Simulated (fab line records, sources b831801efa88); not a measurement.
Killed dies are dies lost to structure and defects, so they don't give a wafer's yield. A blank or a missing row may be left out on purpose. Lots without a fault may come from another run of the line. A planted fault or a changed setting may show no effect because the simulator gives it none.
One fault seen from 2 desks | flow sky130 | each desk has only its own numbers; what lay behind them comes last

THE METROLOGY DESK
What the gauges read, lot by lot, whatever tool the lot ran on: means of the sampled wafers that have a number. A lot is out of limits, marked OUT, if its mean lies more than 4 standard deviations from the usual mean; the brackets give that distance.
Columns: A = VIA1_W_RS at SKY_VIA1_RS_MEAS_22, usual 0.426 ohm/sq; B = METAL2_ALCU_RS at SKY_METAL2_RS_MEAS_05, usual 0.1267 ohm/sq; C = METAL2_ALCU_THK at SKY_METAL2_THK_MEAS_06, usual 253.5 nm; D = cd_nm at SKY_METAL2_CD_MEAS_15, usual 139.3 nm
lot  | first seen here | A     | B                 | C                | D
L867 | day 34 20:04    | 0.428 | 0.1264            | 254.0            | 139.5
L870 | day 35 17:30    | 0.431 | 0.1272            | 253.7            | 136.8
L872 | day 36 02:31    | 0.431 | 0.1247            | 257.6            | 141.3
L873 | day 36 08:34    | 0.431 | 0.1265            | 255.0            | 139.2
L876 | day 37 04:48    | 0.427 | 0.1255            | 256.2            | 138.6
L877 | day 37 13:18    | 0.431 | 0.1266            | 252.2            | 137.4
L878 | day 37 20:41    | 0.432 | 0.1397 (+9.3) OUT | 234.0 (-7.2) OUT | 139.8
L883 | day 39 01:32    | 0.432 | 0.1260            | 253.4            | 138.8
L884 | day 39 07:01    | 0.420 | 0.1239            | 258.2            | 138.6
L890 | day 41 05:11    | 0.421 | 0.1281            | 251.0            | 136.9
This desk's finding: out of limits on L878; first on L878, day 37 21:18 (METAL2_ALCU_RS at SKY_METAL2_RS_MEAS_05). In limits: L867, L870, L872, L873, L876, L877, L883, L884, L890.

THE TOOL OWNER'S DESK: pvd_sputter-04
The tool's own readings at SKY_METAL2_SPUTTER_02 (material AlCu, target thk 250 nm, time 13.3 s): means of the sampled wafers that have a number, for each lot that ran on this tool. A lot is out of limits, marked OUT, if its mean lies more than 4 standard deviations from the usual mean; the brackets give that distance.
Columns: A = throttle_valve_pct at SKY_METAL2_SPUTTER_02, usual 30.2 %
lot  | first seen here | A
L867 | day 34 20:35    | 30.0
L872 | day 36 03:01    | 29.2
L876 | day 37 05:19    | 29.7
L877 | day 37 13:50    | 29.9
L878 | day 37 21:12    | 29.9
This desk's finding: nothing out of limits on any of the 5 lots.

PUT TOGETHER
The metrology desk could have raised an alarm at day 37 21:18, on L878.
The tool owner's desk saw nothing out of limits.
The tool owner's desk has L878 on record, within its limits.
Of the lots named, all ran SKY_METAL2_SPUTTER_02 on pvd_sputter-04.

WHAT THE SIMULATOR HAD PUT IN
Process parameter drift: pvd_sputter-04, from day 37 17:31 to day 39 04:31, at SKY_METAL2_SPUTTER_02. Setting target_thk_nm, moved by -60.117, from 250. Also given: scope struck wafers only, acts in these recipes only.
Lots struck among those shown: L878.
Hours from the fault's start to each desk's first reading out of limits: the metrology desk, 4.
